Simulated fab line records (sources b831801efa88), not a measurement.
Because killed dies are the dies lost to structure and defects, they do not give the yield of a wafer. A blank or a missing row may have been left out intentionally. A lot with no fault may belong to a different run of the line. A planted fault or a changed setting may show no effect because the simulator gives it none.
fab line records + flow sky130
record
- lots=6
- wafers=18
- last_day=49
route steps=708 shown VIA1@466 PAD_OPEN@708
lots with no fault: from the same line, run without faults
start_h: hours from the record's opening day to when the first of the lot's shown wafers began + wait_h: hours elapsed since this lot's preceding step + " the same as in the row above + L1.1+2: a single row standing in for several wafers + - no value, or no start given + * or withheld: withheld + < > ~ a bound
route shown NAME@n: NAME is a module with steps in the file, n the number in the route of the first one + usual: mean/standard deviation of fault-free wafers + same: alike in all rows + chamber/n: place in a boat + sites: readings site by site + _std_site: standard deviation across them + _edge_site: the outer-site mean with the inner-site mean subtracted + radius_mm: how far each site lies from the wafer's centre + mask NAME#n: copy n + behind: tool/chamber where the wafer was last shaped + hold: what put the lot on hold/how long, in hours/how the hold closed + device: transistor that didn't switch, given as n, p or np + end of line: tests of these same wafers at the route's end + a step without rows: its recipe alone + killed: the dies lost at the first sort to structure and to defects; this is not the yield of the wafer + map: the dies of a wafer, with x for killed, . for not killed, _ for no die there
set.NAME: the setting as run; set.NAME@STEP: as run at that earlier step + model.NAME: the simulator's own value behind a step, which no gauge read
lots at some steps of the route; a table a step, a row a wafer
services: the hour from which a tool's chamber was out of use, counted from the record's first day as start_h (under 0 if before that day), plus the number of hours and why
## steps
# step SKY_VIA1_SOFTBAKE_08
# recipe
- temp_c=100
- time_s=92.52
- resist=KrF-thick
# usual
- plate_sensor_t_centre_C=100.88/0.01
- plate_sensor_t_edge_C=100.95/0.0096
| lot.wafer | tool           | chamber | start_h | wait_h | plate_sensor_t_centre_C | plate_sensor_t_edge_C |
|-----------|----------------|---------|---------|--------|-------------------------|-----------------------|
| L151.1    | litho_track-02 | 0       | -       | -      | 100.89                  | 100.97                |
| L151.4    | "              | 0       | "       | "      | 100.88                  | 100.97                |
| L151.6    | "              | 0       | "       | "      | 100.88                  | 100.94                |
| L150.1    | litho_track-01 | 0       | -       | -      | 100.88                  | 100.97                |
| L150.4    | "              | 0       | "       | "      | 100.90                  | 100.95                |
| L150.6    | "              | 0       | "       | "      | 100.88                  | 100.96                |
| L155.3    | litho_track-02 | 0       | -       | -      | 100.87                  | 100.95                |
| L155.4    | "              | 0       | "       | "      | 100.88                  | 100.94                |
| L155.5    | "              | 0       | "       | "      | 100.87                  | 100.95                |
| L156.1    | litho_track-01 | 0       | -       | -      | 100.89                  | 100.97                |
| L156.2    | "              | 0       | "       | "      | 100.87                  | 100.96                |
| L156.4    | "              | 0       | "       | "      | 100.87                  | 100.94                |
| L164.4    | litho_track-02 | 0       | -       | -      | 100.89                  | 100.95                |
| L164.5    | "              | 0       | "       | "      | 100.89                  | 100.96                |
| L164.6    | "              | 0       | "       | "      | 100.89                  | 100.94                |
| L167.1    | litho_track-02 | 0       | -       | -      | 100.88                  | 100.98                |
| L167.3    | "              | 0       | "       | "      | 100.88                  | 100.96                |
| L167.5    | "              | 0       | "       | "      | 100.88                  | 100.97                |
# step SKY_VIA1_EXPOSE_09
# recipe
- mask_id=VIM
- na=0.8
- source_shape=annular
- sigma_inner=0.55
- sigma_outer=0.85
- target_cd_nm=150
- dose_mj=38
# step SKY_VIA1_PEB_10
# recipe
- peb_temp_c=withheld
- peb_time_s=withheld
- resist=KrF-thick
# step SKY_VIA1_DEVELOP_11
# recipe
- develop_time_s=60
- resist=KrF-thick
- dev_temp_c=21
# step SKY_VIA1_CD_MEAS_12
# recipe
- target_cd_nm=150
# usual
- cd_nm=150.1/1.7
| lot.wafer | tool      | chamber | start_h | wait_h | cd_nm |
|-----------|-----------|---------|---------|--------|-------|
| L151.1    | cd_sem-02 | -       | 821.08  | -      | 151.8 |
| L151.4    | "         | -       | "       | "      | 150.6 |
| L151.6    | "         | -       | "       | "      | 149.7 |
| L150.1    | cd_sem-02 | -       | 821.64  | -      | 152.5 |
| L150.4    | "         | -       | "       | "      | 150.6 |
| L150.6    | "         | -       | "       | "      | 153.2 |
| L155.3    | cd_sem-02 | -       | 835.38  | -      | 152.3 |
| L155.4    | "         | -       | "       | "      | 151.0 |
| L155.5    | "         | -       | "       | "      | 151.2 |
| L156.1    | cd_sem-02 | -       | 852.38  | -      | 149.5 |
| L156.2    | "         | -       | "       | "      | 146.9 |
| L156.4    | "         | -       | "       | "      | 148.7 |
| L164.4    | cd_sem-02 | -       | 918.50  | -      | 149.9 |
| L164.5    | "         | -       | "       | "      | 153.0 |
| L164.6    | "         | -       | "       | "      | 151.4 |
| L167.1    | cd_sem-02 | -       | 933.19  | -      | 147.9 |
| L167.3    | "         | -       | "       | "      | 149.7 |
| L167.5    | "         | -       | "       | "      | 149.9 |
# step SKY_VIA1_OVL_MEAS_13
# usual
- VIA1_OVL=-1/5.4
| lot.wafer | tool       | chamber | start_h | wait_h | VIA1_OVL[nm] |
|-----------|------------|---------|---------|--------|--------------|
| L151.1    | overlay-01 | -       | 821.20  | 0.1    | -12          |
| L151.4    | "          | -       | "       | "      | -2           |
| L151.6    | "          | -       | "       | "      | -10          |
| L150.1    | overlay-01 | -       | 821.76  | 0.1    | 5            |
| L150.4    | "          | -       | "       | "      | -1           |
| L150.6    | "          | -       | "       | "      | -1           |
| L155.3    | overlay-01 | -       | 835.47  | 0.1    | -4           |
| L155.4    | "          | -       | "       | "      | -1           |
| L155.5    | "          | -       | "       | "      | -8           |
| L156.1    | overlay-02 | -       | 852.50  | 0.1    | 0            |
| L156.2    | "          | -       | "       | "      | -5           |
| L156.4    | "          | -       | "       | "      | -2           |
| L164.4    | overlay-02 | -       | 918.57  | 0.1    | -8           |
| L164.5    | "          | -       | "       | "      | -5           |
| L164.6    | "          | -       | "       | "      | -10          |
| L167.1    | overlay-02 | -       | 933.31  | 0.1    | 0            |
| L167.3    | "          | -       | "       | "      | 0            |
| L167.5    | "          | -       | "       | "      | -2           |
# step SKY_VIA1_ETCH_14
# recipe
- chemistry=N2/H2
- target=BARC
- ion_energy_ev=200
- source_w=500
- bias_w=100
- pressure_mtorr=30
- n2_flow_sccm=100
- h2_flow_sccm=200
- stop_on=SiO2
- time_s=45.9
- target_depth_a=600
# usual
- bias_w=100.0/0.32
- drypump_motor_current_A=5.8/0.43
- oes_product_au=0.855/0.0049
- throttle_valve_pct=13.225/0.0091
| lot.wafer | tool        | chamber | start_h | wait_h | bias_w | drypump_motor_current_A | oes_product_au | rf_hours_counter_h | throttle_valve_pct |
|-----------|-------------|---------|---------|--------|--------|-------------------------|----------------|--------------------|--------------------|
| L151.1    | rie_diel-04 | 3       | 821.24  | 0.0    | 99.4   | 6.0                     | 0.853          | 7                  | 13.222             |
| L151.4    | "           | 1       | "       | "      | 99.7   | 5.9                     | 0.855          | 5                  | 13.223             |
| L151.6    | "           | 0       | "       | "      | 99.7   | 5.6                     | 0.858          | -                  | 13.219             |
| L150.1    | rie_diel-01 | 0       | 821.79  | 0.0    | 100.0  | 5.8                     | 0.860          | 4                  | 13.219             |
| L150.4    | "           | 1       | "       | "      | 100.1  | 6.1                     | 0.851          | 12                 | 13.226             |
| L150.6    | "           | 0       | "       | "      | 100.3  | 5.9                     | 0.862          | -                  | 13.221             |
| L155.3    | rie_diel-01 | 0       | 835.49  | 0.0    | 99.7   | 5.8                     | 0.855          | 5                  | 13.225             |
| L155.4    | "           | 0       | "       | "      | 99.5   | 5.8                     | 0.850          | -                  | 13.225             |
| L155.5    | "           | 2       | "       | "      | 99.8   | 5.4                     | 0.850          | -                  | 13.215             |
| L156.1    | rie_diel-01 | 1       | 852.54  | 0.0    | 99.6   | 6.1                     | 0.866          | 13                 | 13.223             |
| L156.2    | "           | 2       | "       | "      | 99.6   | 5.4                     | 0.856          | 17                 | 13.238             |
| L156.4    | "           | 0       | "       | "      | 100.8  | 5.8                     | 0.859          | 5                  | 13.222             |
| L164.4    | rie_diel-01 | 3       | 918.61  | 0.0    | 100.0  | 5.0                     | 0.856          | -                  | 13.226             |
| L164.5    | "           | 1       | "       | "      | 100.1  | 6.1                     | 0.859          | -                  | 13.224             |
| L164.6    | "           | 3       | "       | "      | 99.5   | 4.9                     | 0.849          | -                  | 13.229             |
| L167.1    | rie_diel-01 | 3       | 933.34  | 0.0    | 99.9   | 4.9                     | 0.859          | 10                 | 13.238             |
| L167.3    | "           | 0       | "       | "      | 100.3  | 5.8                     | 0.857          | 7                  | 13.227             |
| L167.5    | "           | 2       | "       | "      | 100.0  | 5.4                     | 0.856          | -                  | 13.226             |
# step SKY_VIA1_ETCH_15
# recipe
- target=SiO2
- chemistry=C4F8/O2/Ar
- target_depth_nm=351
- stop_on=TiN
- mask_material=KrF-thick
- source_w=1500
- bias_w=1200
- pressure_mtorr=40
- c4f8_flow_sccm=withheld
- O2_flow_sccm=6
- Ar_flow_sccm=300
- time_s=54
# usual
- bias_w=1200/3.4
- oes_product_au=0.982/0.0067
| lot.wafer | tool        | chamber | start_h | wait_h | bias_w | oes_product_au | rf_hours_counter_h |
|-----------|-------------|---------|---------|--------|--------|----------------|--------------------|
| L151.1    | rie_diel-04 | 3       | 821.28  | 0.0    | 1202   | 0.981          | 7                  |
| L151.4    | "           | 1       | "       | "      | 1202   | 0.973          | 5                  |
| L151.6    | "           | 0       | "       | "      | 1204   | 0.977          | -                  |
| L150.1    | rie_diel-01 | 0       | 821.84  | 0.0    | 1202   | 0.986          | 5                  |
| L150.4    | "           | 1       | "       | "      | 1195   | 0.970          | 12                 |
| L150.6    | "           | 0       | "       | "      | 1205   | 0.984          | -                  |
| L155.3    | rie_diel-01 | 0       | 835.54  | 0.0    | 1203   | 0.985          | 5                  |
| L155.4    | "           | 0       | "       | "      | 1197   | 0.989          | -                  |
| L155.5    | "           | 2       | "       | "      | 1200   | 0.981          | -                  |
| L156.1    | rie_diel-01 | 1       | 852.58  | 0.0    | 1198   | 0.977          | 13                 |
| L156.2    | "           | 2       | "       | "      | 1207   | 0.970          | 17                 |
| L156.4    | "           | 0       | "       | "      | 1203   | 0.975          | 5                  |
| L164.4    | rie_diel-01 | 3       | 918.68  | 0.0    | 1201   | 0.986          | -                  |
| L164.5    | "           | 1       | "       | "      | 1197   | 0.986          | -                  |
| L164.6    | "           | 3       | "       | "      | 1205   | 0.989          | -                  |
| L167.1    | rie_diel-01 | 3       | 933.38  | 0.0    | 1199   | 0.990          | 10                 |
| L167.3    | "           | 0       | "       | "      | 1203   | 0.980          | 7                  |
| L167.5    | "           | 2       | "       | "      | 1205   | 0.980          | -                  |
# step SKY_VIA1_STRIP_16
# recipe
- chemistry=O2/N2
- power_w=1400
- pressure_mtorr=1500
- platen_temp_c=withheld
- o2_flow_sccm=3000
- n2_flow_sccm=300
- overash_fraction=0.5
# usual
- drypump_motor_current_A=6.0/0.36
- oes_product_au=0.415/0.0048
- strip_time_to_endpoint_s=4.454/0.024
| lot.wafer | tool            | chamber | start_h | wait_h | drypump_motor_current_A | oes_product_au | rf_hours_counter_h | strip_time_to_endpoint_s |
|-----------|-----------------|---------|---------|--------|-------------------------|----------------|--------------------|--------------------------|
| L151.1    | plasma_asher-01 | 0       | 821.33  | 0.0    | 5.8                     | 0.421          | 36                 | 4.431                    |
| L151.4    | "               | 1       | "       | "      | 6.0                     | 0.411          | -                  | 4.435                    |
| L151.6    | "               | 0       | "       | "      | 5.8                     | 0.419          | -                  | 4.477                    |
| L150.1    | plasma_asher-04 | 1       | 821.88  | 0.0    | 5.8                     | 0.408          | 101                | 4.455                    |
| L150.4    | "               | 1       | "       | "      | 5.7                     | 0.416          | -                  | 4.462                    |
| L150.6    | "               | 0       | "       | "      | 6.4                     | 0.409          | -                  | 4.429                    |
| L155.3    | plasma_asher-04 | 0       | 835.62  | 0.1    | 6.3                     | 0.412          | -                  | 4.431                    |
| L155.4    | "               | 1       | "       | "      | 5.8                     | 0.421          | -                  | 4.454                    |
| L155.5    | "               | 1       | "       | "      | 5.8                     | 0.412          | -                  | 4.421                    |
| L156.1    | plasma_asher-01 | 0       | 852.63  | 0.0    | 5.8                     | 0.416          | 39                 | 4.486                    |
| L156.2    | "               | 1       | "       | "      | 6.0                     | 0.416          | 39                 | 4.492                    |
| L156.4    | "               | 1       | "       | "      | 6.0                     | 0.418          | -                  | 4.491                    |
| L164.4    | plasma_asher-01 | 1       | 918.76  | 0.1    | 6.0                     | 0.414          | -                  | 4.439                    |
| L164.5    | "               | 1       | "       | "      | 6.0                     | 0.414          | -                  | 4.425                    |
| L164.6    | "               | 0       | "       | "      | 5.8                     | 0.408          | -                  | 4.432                    |
| L167.1    | plasma_asher-03 | 1       | 933.43  | 0.0    | 5.4                     | 0.413          | 18                 | 4.418                    |
| L167.3    | "               | 0       | "       | "      | 6.6                     | 0.412          | -                  | 4.464                    |
| L167.5    | "               | 0       | "       | "      | 6.6                     | 0.416          | -                  | 4.441                    |
# step SKY_VIA1_STRIP_17
# recipe
- chemistry=post_etch_residue_remover
- time_s=1200
- temp_c=72.5
# step SKY_VIA1_CLEAN_18
# recipe
- chemistry=IPA
- time_s=180
- temp_c=25
# step SKY_VIA1_CLEAN_19
# recipe
- chemistry=O3/DIW
- dry=n2_spin
# step SKY_VIA1_SPUTTER_20
# recipe
- material=TiN
- target_thk_nm=20
- chamber_pressure_pa=5
- power_w=4000
- time_s=80
# usual
- throttle_valve_pct=29.9/0.67
| lot.wafer | tool           | chamber | start_h | wait_h | throttle_valve_pct | model.TiN_of_VIA1_SPUTTER_20.thk_nm |
|-----------|----------------|---------|---------|--------|--------------------|-------------------------------------|
| L151.1    | pvd_sputter-01 | -       | 821.92  | 0.0    | 29.9               | 20.09                               |
| L151.4    | "              | -       | "       | "      | 29.7               | 19.84                               |
| L151.6    | "              | -       | "       | "      | 30.0               | 20.23                               |
| L150.1    | pvd_sputter-04 | -       | 822.47  | 0.0    | 28.8               | 19.86                               |
| L150.4    | "              | -       | "       | "      | 30.0               | 20.03                               |
| L150.6    | "              | -       | "       | "      | 30.3               | 19.71                               |
| L155.3    | pvd_sputter-01 | -       | 836.25  | 0.0    | 31.8               | 33.66                               |
| L155.4    | "              | -       | "       | "      | 29.7               | 33.58                               |
| L155.5    | "              | -       | "       | "      | 30.0               | 33.73                               |
| L156.1    | pvd_sputter-01 | -       | 853.24  | 0.0    | 30.2               | 33.91                               |
| L156.2    | "              | -       | "       | "      | 29.7               | 34.17                               |
| L156.4    | "              | -       | "       | "      | 31.8               | 33.83                               |
| L164.4    | pvd_sputter-01 | -       | 919.35  | 0.0    | 31.9               | 19.97                               |
| L164.5    | "              | -       | "       | "      | 32.0               | 19.8                                |
| L164.6    | "              | -       | "       | "      | 30.0               | 20.01                               |
| L167.1    | pvd_sputter-03 | -       | 934.16  | 0.0    | 29.4               | 19.75                               |
| L167.3    | "              | -       | "       | "      | 29.7               | 19.91                               |
| L167.5    | "              | -       | "       | "      | 29.3               | 19.93                               |
# step SKY_VIA1_CVD_21
# recipe
- material=W
- target_thk_nm=270
- time_s=80.902
- temp_c=400
- pressure_torr=40
# usual
- heater_power_w=953/100
| lot.wafer | tool     | chamber | start_h | wait_h | heater_power_w |
|-----------|----------|---------|---------|--------|----------------|
| L151.1    | cvd_w-01 | 0       | 821.98  | 0.0    | 995            |
| L151.4    | "        | 1       | "       | "      | 830            |
| L151.6    | "        | 0       | "       | "      | 1010           |
| L150.1    | cvd_w-02 | 0       | 822.54  | 0.0    | 894            |
| L150.4    | "        | 0       | "       | "      | 862            |
| L150.6    | "        | 0       | "       | "      | 882            |
| L155.3    | cvd_w-01 | 1       | 836.34  | 0.1    | 823            |
| L155.4    | "        | 0       | "       | "      | 1010           |
| L155.5    | "        | 1       | "       | "      | 818            |
| L156.1    | cvd_w-02 | 1       | 853.30  | 0.0    | 1073           |
| L156.2    | "        | 0       | "       | "      | 890            |
| L156.4    | "        | 0       | "       | "      | 895            |
| L164.4    | cvd_w-01 | 1       | 919.44  | 0.1    | 801            |
| L164.5    | "        | 0       | "       | "      | 932            |
| L164.6    | "        | 1       | "       | "      | 785            |
| L167.1    | cvd_w-02 | 0       | 934.22  | 0.0    | 865            |
| L167.3    | "        | 0       | "       | "      | 897            |
| L167.5    | "        | 1       | "       | "      | 1092           |
# step SKY_PAD_OPEN_PROBE_99
# usual
- defect_limited_yield=82.4/2
- killed_at_M0_to_M3=43/6.8
- killed_at_M4_up=3.1/1.8
- killed_at_contacts=25/5.8
- killed_at_front_end=15/4.2
- killed_at_other=0.3/0.5
- killed_dies=87/9.7
- killed_open=47/7.3
- killed_short=39/6.6
- sort_bin_3_pad_short=0.9/0.37
- sort_bin_5_function=10.4/1.4
- sort_bin_6_memory=6.3/1.1
- sort_n_pass=405/9.7
- sort_yield_pct=82.4/2
# same
- gross_dies=492
- killed_at_back_side=0
- sort_bin_4_leakage[%]=0
- sort_bin_8_speed[%]=0
| lot.wafer | tool      | chamber | start_h | wait_h | defect_limited_yield[%] | killed_at_M0_to_M3 | killed_at_M4_up | killed_at_contacts | killed_at_front_end | killed_at_other | killed_dies | killed_open | killed_short | sort_bin_3_pad_short[%] | sort_bin_5_function[%] | sort_bin_6_memory[%] | sort_n_pass | sort_yield_pct[%] |
|-----------|-----------|---------|---------|--------|-------------------------|--------------------|-----------------|--------------------|---------------------|-----------------|-------------|-------------|--------------|-------------------------|------------------------|----------------------|-------------|-------------------|
| L151.1    | prober-01 | -       | 1098.24 | 0.1    | 83.7                    | 36                 | 2               | 26                 | 16                  | 0               | 80          | 50          | 30           | 0.8                     | 12.0                   | 3.5                  | 412         | 83.7              |
| L151.4    | prober-01 | -       | 1098.39 | 0.2    | 83.3                    | 42                 | 3               | 21                 | 15                  | 1               | 82          | 40          | 42           | 1.0                     | 10.4                   | 5.3                  | 410         | 83.3              |
| L151.6    | prober-01 | -       | 1098.49 | 0.2    | 82.1                    | 48                 | 0               | 25                 | 14                  | 1               | 88          | 47          | 41           | 1.0                     | 10.4                   | 6.5                  | 404         | 82.1              |
| L156.2    | prober-01 | -       | 1120.10 | 0.1    | 80.1                    | 54                 | 4               | 24                 | 15                  | 1               | 98          | 51          | 47           | 1.4                     | 10.8                   | 7.7                  | 394         | 80.1              |
| L156.4    | prober-01 | -       | 1120.20 | 0.2    | 84.1                    | 37                 | 2               | 23                 | 16                  | 0               | 78          | 42          | 36           | 0.8                     | 10.4                   | 4.7                  | 414         | 84.1              |
# killed by level:class
L151.1 VIA1:geometric_particle:open=12 LI_CONTACT:geometric_particle:open=10 CONTACT:geometric_particle:open=9 VIA3:geometric_particle:open=8 POLY_GATE:geometric_particle:short=4 VIA1:geometric_particle:short=4 METAL2:geometric_particle:short=4 FIELD_ISO:geometric_particle:open=3
L151.4 VIA3:geometric_particle:open=9 VIA1:geometric_particle:open=9 CONTACT:geometric_particle:short=8 VIA1:geometric_particle:short=7 CONTACT:geometric_particle:open=6 FIELD_ISO:geometric_particle:open=4 VIA2:geometric_particle:open=4 FIELD_ISO:geometric_particle:short=3
L151.6 VIA1:geometric_particle:open=13 METAL2:geometric_particle:short=10 CONTACT:geometric_particle:open=8 VIA1:geometric_particle:short=6 VIA2:geometric_particle:open=6 LI_CONTACT:geometric_particle:open=5 LOCAL_INTERCONNECT:geometric_particle:short=5 POLY_GATE:geometric_particle:open=4
L156.2 VIA1:geometric_particle:open=12 LI_CONTACT:geometric_particle:open=9 VIA1:geometric_particle:short=8 METAL2:geometric_particle:short=8 METAL1:geometric_particle:open=6 VIA3:geometric_particle:open=6 CONTACT:geometric_particle:open=5 POLY_GATE:geometric_particle:short=4
L156.4 VIA1:geometric_particle:open=9 CONTACT:geometric_particle:open=8 POLY_GATE:geometric_particle:open=5 LI_CONTACT:geometric_particle:open=5 VIA3:geometric_particle:open=5 VIA2:geometric_particle:short=4 POLY_GATE:geometric_particle:short=4 LOCAL_INTERCONNECT:geometric_particle:short=4
## services
| tool            | chamber | start_h | hours | kind       |
|-----------------|---------|---------|-------|------------|
| rie_diel-01     | -       | 786.51  | 1.4   | repair     |
| plasma_asher-04 | -       | 787.98  | 3.2   | repair     |
| cvd_w-02        | -       | 799.67  | 2.8   | pm         |
| rie_diel-04     | -       | 805.43  | 0.8   | repair     |
| rie_diel-01     | 3       | 814.84  | 3.9   | repair     |
| pvd_sputter-01  | -       | 818.93  | 2.9   | repair     |
| rie_diel-04     | -       | 819.53  | 0.8   | repair     |
| plasma_asher-04 | -       | 825.93  | 1.8   | repair     |
| rie_diel-01     | 3       | 834.20  | 5.4   | repair     |
| rie_diel-01     | 1       | 852.89  | 9.3   | repair     |
| cvd_w-02        | -       | 856.38  | 1.2   | repair     |
| cvd_w-01        | 1       | 863.11  | 6.3   | repair     |
| cvd_w-01        | -       | 866.41  | 0.7   | repair     |
| pvd_sputter-03  | -       | 869.41  | 4.9   | repair     |
| pvd_sputter-01  | -       | 874.92  | 3.5   | repair     |
| plasma_asher-03 | -       | 888.86  | 2.8   | repair     |
| rie_diel-04     | 2       | 893.15  | 5.9   | repair     |
| cvd_w-01        | -       | 904.00  | 14.0  | pm         |
| cvd_w-01        | 0       | 904.00  | 14.0  | vent_cycle |
| cvd_w-01        | 1       | 904.00  | 14.0  | vent_cycle |
| rie_diel-01     | 0       | 909.25  | 10.0  | repair     |
| rie_diel-01     | 2       | 915.13  | 7.6   | repair     |
| cvd_w-01        | 0       | 918.00  | -     | clean      |
| cvd_w-01        | 1       | 918.00  | -     | clean      |
## key
first_sign none at tools or gauges
model_effect
- step=SKY_VIA1_SPUTTER_20
- value=TiN_of_VIA1_SPUTTER_20.thk_nm
- without=19.85
- struck=33.82
met_at SKY_VIA1_SPUTTER_20
struck_wafers L155.3,L155.4,L155.5,L156.1,L156.2,L156.4
onset_between 821.92 836.25
fault
- kind=process_parameter_drift
- tool=pvd_sputter-01
- chamber=-
- onset_h=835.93
- steps=SKY_VIA1_SPUTTER_20
- channel=target_thk_nm
- offset=13.967
- shape=step
- end_h=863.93
- acts_in=these_recipes_only
- stated=20
